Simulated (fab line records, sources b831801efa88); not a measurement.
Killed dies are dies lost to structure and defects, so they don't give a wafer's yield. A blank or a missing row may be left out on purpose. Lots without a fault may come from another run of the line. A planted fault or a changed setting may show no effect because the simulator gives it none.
A struck lot beside a sound one | flow gf180mcu | 14 steps out of a route of 602
Sound: wafers L380.2, L380.4, L380.5. Struck: wafers L387.2, L387.3, L387.6. The cause comes at the end.
At each step with rows: each side's tool, then ch and its chambers, then its first start. Under that, the readings that differ: sound wafers | struck wafers | difference of the means | sigmas: that difference in standard deviations of wafers without a fault.
alike: readings whose means differ by less than 2 such deviations, and words and numbers that are the same on both sides. not compared: withheld readings, readings that some wafer has no value for, bounds like >300 that may hide the same value, and numbers for which the record gives no deviation and whose values overlap.
The two part at a step that has a row with sigmas, a row that says differs or no value, or rows on one side only. Numbers that don't overlap but have no deviation are shown without sigmas and don't part them. A reading that every wafer of one side lacks parts them only if that side has two wafers or more.

first, 4 steps without rows for these wafers: GF_V1_SOFTBAKE_10 (time 60 s); GF_V1_EXPOSE_11 (exposes mask Via1, target cd 260 nm); GF_V1_PEB_12 (peb time 90 s); GF_V1_DEVELOP_13 (develop time 60 s).
GF_V1_CD_MEAS_14: target cd 260 nm.
  sound on cd_sem-01, day 23 02:09; struck on cd_sem-02, day 25 03:43
  reading    | sound             | struck            | difference | sigmas
  cd_nm (nm) | 262.6 263.7 262.6 | 259.6 260.2 258.5 | -3.5       | -3
GF_V1_OVL_MEAS_15:
  sound on overlay-01, day 23 02:16; struck on overlay-01, day 25 03:49
  alike: V1_OVL
GF_V1_ETCH_16: etches BARC in N2/H2.
  sound on rie_diel-03 ch 0,1,2, day 23 02:17; struck on rie_diel-02 ch 0,3, day 25 03:51
  alike: drypump_motor_current_A, oes_product_au, throttle_valve_pct
GF_V1_ETCH_17: etches SiO2 in C4F8/O2/Ar, stops on TiN, target depth 630 nm.
  sound on rie_diel-03 ch 0,1,2; struck on rie_diel-02 ch 0,3
  alike: oes_product_au
GF_V1_STRIP_18: strips in O2/N2.
  sound on plasma_asher-01 ch 0,1, day 23 02:25; struck on plasma_asher-01 ch 0,1, day 25 03:58
  alike: drypump_motor_current_A, heater_power_w, oes_product_au, platen_temp_c
  not compared: rf_hours_counter_h
then, 2 steps without rows for these wafers: GF_V1_STRIP_19 (strips in post etch residue remover, time 1200 s); GF_V1_CLEAN_20 (cleans in DIW).
GF_V1_SPUTTER_21: material Ti, target thk 15 nm, time 80.02 s.
  sound on pvd_sputter-02, day 23 02:57; struck on pvd_sputter-02, day 25 04:32
  alike: cathode_dc_power_W, chamber_pressure_pa, throttle_valve_pct
GF_V1_SPUTTER_22: material TiN, target thk 10 nm, time 40 s.
  sound on pvd_sputter-02, day 23 03:01; struck on pvd_sputter-02, day 25 04:36
  no value came back on the struck wafers for cathode_dc_power_W (W), chamber_pressure_pa (Pa), throttle_valve_pct (%); on the sound wafers cathode_dc_power_W (W) reads 4000.2 4000.5 4000.1
GF_V1_CVD_23: deposits W, target thk 350 nm, time 105.05 s.
  sound on cvd_w-01 ch 0,1, day 23 03:03; struck on cvd_w-01 ch 0,1, day 25 04:38
  alike: heater_power_w

WHERE THEY PART
First at GF_V1_CD_MEAS_14; last, within this record, at GF_V1_SPUTTER_22. Later steps at which nothing parts them and some readings are alike: GF_V1_CVD_23.

WHY: what the simulator had put in
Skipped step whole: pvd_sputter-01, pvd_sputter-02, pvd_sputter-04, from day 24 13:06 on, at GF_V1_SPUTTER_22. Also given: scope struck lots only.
